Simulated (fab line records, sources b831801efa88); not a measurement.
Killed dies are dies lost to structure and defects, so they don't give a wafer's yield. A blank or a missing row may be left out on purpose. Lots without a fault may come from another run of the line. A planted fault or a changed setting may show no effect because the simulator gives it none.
Which tool did it? | flow sky130 | 6 lots, 18 wafers sampled, at 4 steps of a route of 708

WHAT THE GAUGES READ, wafer by wafer
SKY_VIA3_THK_MEAS_01.
lot  | measured     | on            | VIA3_HDPCVD_THK (nm)
L826 | day 39 05:55 | film_metro-02 | 1651 1656 1651
L830 | day 40 13:54 | film_metro-04 | 1653 1506 1506
L832 | day 40 23:31 | film_metro-02 | 1660 1653 1667
L844 | day 43 20:44 | film_metro-03 | 1614 1653 1635
L846 | day 44 14:45 | film_metro-02 | 1613 1630 1650
L848 | day 44 20:23 | film_metro-04 | 1657 1635 1643

WHICH TOOL RAN EACH LOT (tool, then ch and the chambers of the sampled wafers, then the start)
lot  | SKY_VIA2_SPUTTER_20          | SKY_METAL3_ETCH_17                 | SKY_VIA3_HDPCVD_00
L826 | pvd_sputter-04, day 37 01:13 | rie_diel-01 ch 1,2, day 39 04:54   | hdpcvd-01 ch 1,2, day 39 05:44
L830 | pvd_sputter-02, day 38 09:46 | rie_diel-02 ch 1,2,3, day 40 12:57 | hdpcvd-02 ch 0,1, day 40 13:44
L832 | pvd_sputter-02, day 38 18:58 | rie_diel-01 ch 0,1,2, day 40 22:33 | hdpcvd-01 ch 0,1,2, day 40 23:20
L844 | pvd_sputter-04, day 41 20:05 | rie_diel-02 ch 1,3, day 43 19:45   | hdpcvd-01 ch 0,2, day 43 20:35
L846 | pvd_sputter-03, day 42 13:40 | rie_diel-04 ch 0,1,3, day 44 13:48 | hdpcvd-02 ch 1,2, day 44 14:35
L848 | pvd_sputter-02, day 42 21:23 | rie_diel-01 ch 0,1,3, day 44 19:26 | hdpcvd-02 ch 0,1, day 44 20:13
- SKY_VIA2_SPUTTER_20: material TiN, target thk 20 nm, time 80 s.
- SKY_METAL3_ETCH_17: etches SiO2 in C4F8/O2/Ar, stops on TiN, time 3.9 s, target depth 15 nm.
- SKY_VIA3_HDPCVD_00: deposits SiO2, target thk 1635 nm, time 272.5 s.

THE ANSWER, worked out from the rows above alone
Rule: what is usual is taken from the lots themselves. Put in order of their means at a reading, lots are off if they are a third of the lots or fewer, leave a main group of 4 or more, and stand apart from it by a gap of 3 or more times the standard deviation of the main group's means; of several such gaps the widest counts. A main group whose means are all the same, to the digits that the tables above print for the reading, isn't used. A lot without any number at a reading at which 4 lots or more have one is off too. The other lots that the step has rows for count as sound.
Off: L830, at SKY_VIA3_THK_MEAS_01 (VIA3_HDPCVD_THK). The main group: mean 1645 nm, standard deviation 11.
A tool fits if, at a process step before that reading, it ran every lot that is off, and no sound lot after the first of them. The gauges at SKY_VIA3_THK_MEAS_01 are tried like those tools. None of those tried fits.

WHAT THE SIMULATOR HAD PUT IN
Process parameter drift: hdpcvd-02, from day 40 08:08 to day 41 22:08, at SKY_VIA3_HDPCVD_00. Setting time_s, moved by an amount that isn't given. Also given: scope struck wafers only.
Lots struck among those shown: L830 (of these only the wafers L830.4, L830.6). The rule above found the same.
